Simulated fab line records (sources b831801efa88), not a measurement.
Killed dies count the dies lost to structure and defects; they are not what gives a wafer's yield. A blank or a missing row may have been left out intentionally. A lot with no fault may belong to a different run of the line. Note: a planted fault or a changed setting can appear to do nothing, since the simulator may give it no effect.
Struck lot and sound lot, side by side | flow sky130 | 15 out of 708 route steps
Sound: these wafers, L241.3, L241.4, L241.5. The struck wafers were L246.2, L246.3, L246.5. The cause comes at the end.
For every step that has rows: the tool of each side, followed by ch and its chambers, followed by its first start. Under that, the readings that differ: sound wafers | struck wafers | difference of the means | sigmas: that difference in standard deviations of wafers without a fault.
alike: a reading whose means differ by less than 2 such deviations, as well as words and numbers matching on both sides. not compared: withheld readings; readings where some wafer has no value; bounds like >300 that might hide an equal value; numbers whose values overlap and for which the record gives no deviation.
The two part at a step that has a row with sigmas, a row that says differs or no value, or rows on one side only. Numbers that have no deviation but don't overlap get no sigmas and don't part them. A reading missing from all wafers of one side parts the sides only when that side holds two or more wafers.

first, 4 steps without rows for these wafers: SKY_PWDE_SOFTBAKE_03; SKY_PWDE_EXPOSE_04 (exposes mask PWDEM, target cd 840 nm); SKY_PWDE_PEB_05; SKY_PWDE_DEVELOP_06 (develop time 60 s).
SKY_PWDE_OVL_MEAS_07:
  sound on overlay-01, day 3 19:02; struck on overlay-01, day 5 01:41
  alike: PWDE_OVL
after that, 1 step had no rows for these wafers: SKY_PWDE_IMPLANT_08.
SKY_PWDE_STRIP_09: strips in O2/N2.
  sound on plasma-asher-03 ch 0,1, day 3 19:15; struck on plasma-asher-03 ch 0,1, day 5 01:52
  reading                      | sound             | struck            | difference | sigmas
  strip-time-to-endpoint-s (s) | 36.89 36.97 36.87 | 36.69 36.73 36.65 | -0.22      | -2
  alike: drypump-motor-current-A, oes-product-au
  not compared: rf-hours-counter-h
SKY_PWDE_TW_MEAS_10:
  sound on film-metro-02, day 3 19:20; struck on film-metro-03, day 5 01:59
  reading | sound             | struck            | difference | sigmas
  PWDE_TW | 374.2 374.0 375.3 | 367.0 368.5 367.6 | -6.8       | -3
then, 4 steps without rows for these wafers: SKY_NWELL_DEHYDRATE_03 (time 60 s); SKY_NWELL_HMDS_04 (prime time 60 s); SKY_NWELL_COAT_05 (resist thk 3000 nm); SKY_NWELL_SOFTBAKE_06.
SKY_NWELL_EXPOSE_07: exposes mask NWM, target cd 840 nm.
  sound on iline-stepper-02 ch 0, day 4 03:28; struck on iline-stepper-01 ch 0, day 5 10:46
  reading | sound             | struck                     | difference | sigmas
  mask    | NWM#0 NWM#0 NWM#0 | NWM_R1#0 NWM_R1#0 NWM_R1#0 | differs    |
  alike: stage-vel-mm-s
after that, 1 step had no rows for these wafers: SKY_NWELL_PEB_08.
-- the record jumps here: 42 days lie between the struck wafers' starts before and after (it left off in module NWELL and takes up again in module PAD_OPEN, whose first step shown is number 708 of the route) --
SKY_PAD_OPEN_PROBE_99:
  sound on prober-01, day 45 18:27; struck on prober-02, day 47 06:37
  reading                                 | sound                         | struck                        | difference | sigmas
  killed-dies                             | 92 65 75                      | 102 107 90                    | +22        | +2
  killed-open                             | 53 36 35                      | 59 65 49                      | +16        | +2
  model.etest.pfet_16v.r-on-ohm-um        | 1.538e+04 1.528e+04 1.548e+04 | 1.442e+04 1.45e+04 1.431e+04  | -9.700e+02 |
  model.etest.nfet_16v.r-on-ohm-um        | 1.388e+04 1.39e+04 1.381e+04  | 1.435e+04 1.433e+04 1.402e+04 | +3.700e+02 |
  model.etest.res-nwell.line-ohm-um       | 1276 1259 1298                | 1367 1382 1402                | +106       |
  model.etest.res-nwell.width-nm (nm)     | 827 822.6 824.6               | 725.2 731 732.4               | -95.2      |
  model.etest.res-iso-pwell.width-nm (nm) | 2648 2647 2652                | 2713 2704 2725                | +65        |
  model.etest.pfet_16v.drive-ua-um        | 239.2 240.6 238.2             | 260 254.2 259.6               | +19        |
  alike: killed_at_M0_to_M3, killed_at_M4_up, killed-at-contacts, killed-at-front-end, killed-at-other, killed-short

== WHERE THEY PART ==
At SKY_PWDE_STRIP_09 first; at SKY_PAD_OPEN_PROBE_99 last (within this record only).

WHY: what had been put in by the simulator
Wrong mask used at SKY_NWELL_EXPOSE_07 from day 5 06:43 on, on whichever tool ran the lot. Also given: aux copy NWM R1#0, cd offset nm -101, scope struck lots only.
